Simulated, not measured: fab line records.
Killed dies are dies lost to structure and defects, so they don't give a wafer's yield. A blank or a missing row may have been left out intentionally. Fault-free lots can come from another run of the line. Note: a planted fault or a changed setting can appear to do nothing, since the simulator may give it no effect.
What tool caused it? || flow sky130 || Sampling: 10 lots, 30 wafers, 2 of 708 route steps

## WHAT EACH GAUGE READ, for each wafer
SKY_LOCAL_INTERCONNECT_OVL_MEAS_12.
{"lot": "L964", "measured": "day 29 16:06", "on": "overlay-02", "LOCAL_INTERCONNECT_OVL (nm)": "-5 -13 -7"}
{"lot": "L965", "measured": "day 30 18:21", "on": "overlay-01", "LOCAL_INTERCONNECT_OVL (nm)": "-1 1 1"}
{"lot": "L966", "measured": "day 31 14:01", "on": "overlay-02", "LOCAL_INTERCONNECT_OVL (nm)": "-7 -3 2"}
{"lot": "L968", "measured": "day 31 17:20", "on": "overlay-01", "LOCAL_INTERCONNECT_OVL (nm)": "-2 -3 -3"}
{"lot": "L976", "measured": "day 35 15:00", "on": "overlay-02", "LOCAL_INTERCONNECT_OVL (nm)": "-6 -8 0"}
{"lot": "L975", "measured": "day 35 15:39", "on": "overlay-01", "LOCAL_INTERCONNECT_OVL (nm)": "-9 -1 -1"}
{"lot": "L981", "measured": "day 35 21:23", "on": "overlay-02", "LOCAL_INTERCONNECT_OVL (nm)": "-4 -8 -7"}
{"lot": "L984", "measured": "day 37 00:30", "on": "overlay-01", "LOCAL_INTERCONNECT_OVL (nm)": "-6 -7 -5"}
{"lot": "L986", "measured": "day 37 08:51", "on": "overlay-02", "LOCAL_INTERCONNECT_OVL (nm)": "-8 -4 3"}
{"lot": "L987", "measured": "day 37 23:02", "on": "overlay-02", "LOCAL_INTERCONNECT_OVL (nm)": "2 -7 -4"}

## EACH LOT AND THE TOOL THAT RAN IT (in order: tool; ch and the chambers of the sampled wafers; start)
{"lot": "L964", "SKY_SD_P_STRIP_10": "plasma asher-04 ch 0,1, day 24 17:05"}
{"lot": "L965", "SKY_SD_P_STRIP_10": "plasma asher-01 ch 0,1, day 25 20:28"}
{"lot": "L966", "SKY_SD_P_STRIP_10": "plasma asher-01 ch 0,1, day 26 17:34"}
{"lot": "L968", "SKY_SD_P_STRIP_10": "plasma asher-02 ch 0,1, day 26 19:10"}
{"lot": "L976", "SKY_SD_P_STRIP_10": "plasma asher-02 ch 0,1, day 30 23:32"}
{"lot": "L975", "SKY_SD_P_STRIP_10": "plasma asher-02 ch 0,1, day 31 00:41"}
{"lot": "L981", "SKY_SD_P_STRIP_10": "plasma asher-02 ch 0,1, day 31 06:59"}
{"lot": "L984", "SKY_SD_P_STRIP_10": "plasma asher-01 ch 0,1, day 32 10:08"}
{"lot": "L986", "SKY_SD_P_STRIP_10": "plasma asher-02 ch 1, day 32 20:29"}
{"lot": "L987", "SKY_SD_P_STRIP_10": "plasma asher-04 ch 0,1, day 33 10:35"}
- SKY_SD_P_STRIP_10: strips in O2/N2.

## THE ANSWER, worked out from the rows above alone
Rule: the lots themselves supply what counts as usual. The widest of any qualifying gaps counts: lots, ordered by their means at a reading, are off when they make up no more than a third of the lots, leave a main group of 4 or more, and stand apart from it by 3 or more times the standard deviation of that group's means. Not used: any main group whose means are identical at the precision the tables above print for the reading. Also off: a lot with no number at a reading for which 4 or more lots have one. Where the step has rows for the other lots, those lots are counted as sound.
Across all readings shown, no lot is off: no conclusion can be drawn from this.

## WHAT HAD BEEN PUT IN BY THE SIMULATOR
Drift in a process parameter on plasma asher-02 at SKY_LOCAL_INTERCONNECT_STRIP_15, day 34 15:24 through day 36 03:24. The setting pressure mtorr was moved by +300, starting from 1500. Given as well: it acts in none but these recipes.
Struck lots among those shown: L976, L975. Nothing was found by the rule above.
